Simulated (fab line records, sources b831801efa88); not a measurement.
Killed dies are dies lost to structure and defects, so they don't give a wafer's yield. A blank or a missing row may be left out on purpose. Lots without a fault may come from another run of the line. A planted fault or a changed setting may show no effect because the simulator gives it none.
Chamber matching | flow sky130 | SKY_VIA4_CMP_21 on cmp-02: 3 sister chambers
The step polishes, stops on SiO2, t overpolish 25 s, target thk 0 nm. 6 wafers are shown with their chamber, then 6 later ones without.

WAFERS WITH THEIR CHAMBER
wafer  | chamber | motor_current_A (A) | time_to_endpoint_s (s)
L890.3 | 3       | 11.5                | 123
L890.5 | 1       | 11.2                | 122
L893.1 | 1       | 10.6                | 119
L893.3 | 2       | 11.5                | 113
L893.5 | 2       | 10.8                | 113
L894.1 | 3       | 10.8                | 121

WAFERS WITHOUT THEIR CHAMBER
wafer  | motor_current_A (A) | time_to_endpoint_s (s)
L894.4 | 11.5                | 119
L894.6 | 11.1                | 124
L896.4 | 10.9                | 120
L896.6 | 11.0                | 123
L898.1 | 10.3                | 120
L898.3 | 11.0                | 123

WHICH CHAMBER EACH WENT THROUGH
wafer  | from the rows above     | in truth
L894.4 | can't be placed: 1 or 3 | 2
L894.6 | can't be placed: 3 or 1 | 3
L896.4 | can't be placed: 1 or 3 | 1
L896.6 | can't be placed: 3 or 1 | 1
L898.1 | can't be placed: 1 or 3 | 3
L898.3 | can't be placed: 3 or 1 | 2
Placed correctly: 0 of 6. Can't be placed from these rows: 6 (the true chamber is among the candidates in 4). Placed wrongly: 0.
How it was worked out, from the rows above alone: a wafer's distance from a chamber is the root of the sum, over the readings, of the square of ((its reading less the chamber's mean) divided by the reading's scatter). The wafer belongs to the nearest chamber; if the next one is less than 2 further off, it can't be placed. A chamber's mean is the mean of its shown wafers. The scatter: the root of (the sum of the squares of (reading less its chamber's mean) over the shown wafers, divided by (wafers less chambers)).
